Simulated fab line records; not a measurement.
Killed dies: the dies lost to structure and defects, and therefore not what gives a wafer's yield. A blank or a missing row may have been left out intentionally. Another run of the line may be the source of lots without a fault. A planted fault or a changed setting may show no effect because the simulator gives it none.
Matching of chambers + flow sky130 + SKY_CONTACT_CMP_27 on cmp-02: 4 sister chambers
The step polishes, stops on SiO2, t overpolish 15 s, target thk 0 nm. 8 wafers are shown with their chamber, then 7 later ones without.

== WAFERS PAIRED WITH THEIR CHAMBERS ==
| wafer  | chamber | motorCurrentA (A) | timeToEndpointS (s) |
|--------|---------|-------------------|---------------------|
| L314.3 | 2       | 14.7              | 76                  |
| L314.6 | 1       | 9.8               | 80                  |
| L315.3 | 1       | 9.7               | 79                  |
| L319.1 | 2       | 14.2              | 74                  |
| L319.2 | 0       | 10.9              | 69                  |
| L319.4 | 3       | 12.7              | 78                  |
| L321.2 | 0       | 10.8              | 69                  |
| L321.3 | 3       | 13.0              | 79                  |

== WAFERS WHOSE CHAMBER IS MISSING ==
| wafer  | motorCurrentA (A) | timeToEndpointS (s) |
|--------|-------------------|---------------------|
| L321.5 | 10.7              | 71                  |
| L322.1 | 11.0              | 72                  |
| L322.3 | 13.0              | 81                  |
| L322.5 | 9.9               | 79                  |
| L324.2 | 11.1              | 73                  |
| L324.3 | 14.1              | 75                  |
| L324.4 | 9.8               | 88                  |

== WHICH CHAMBER EACH ONE RAN IN ==
| wafer  | from the rows above | in truth |
|--------|---------------------|----------|
| L321.5 | 0                   | 0        |
| L322.1 | 0                   | 0        |
| L322.3 | 3                   | 3        |
| L322.5 | 1                   | 1        |
| L324.2 | 0                   | 0        |
| L324.3 | 2                   | 2        |
| L324.4 | 1                   | 1        |
7 of 7 placed correctly. From these rows, 0 cannot be placed. Wrongly placed: 0.
How it was worked out, from the rows above alone: a wafer's distance from a chamber is the root of the sum, over the readings, of the square of ((its reading less the chamber's mean) divided by the reading's scatter). The wafer belongs to the nearest chamber; if the next one is less than 2 further off, it can't be placed. Each chamber's mean is taken over the wafers shown for it. The scatter is the square root of a quotient: the sum, over the shown wafers, of each reading's squared deviation from its chamber's mean, divided by wafers minus chambers.
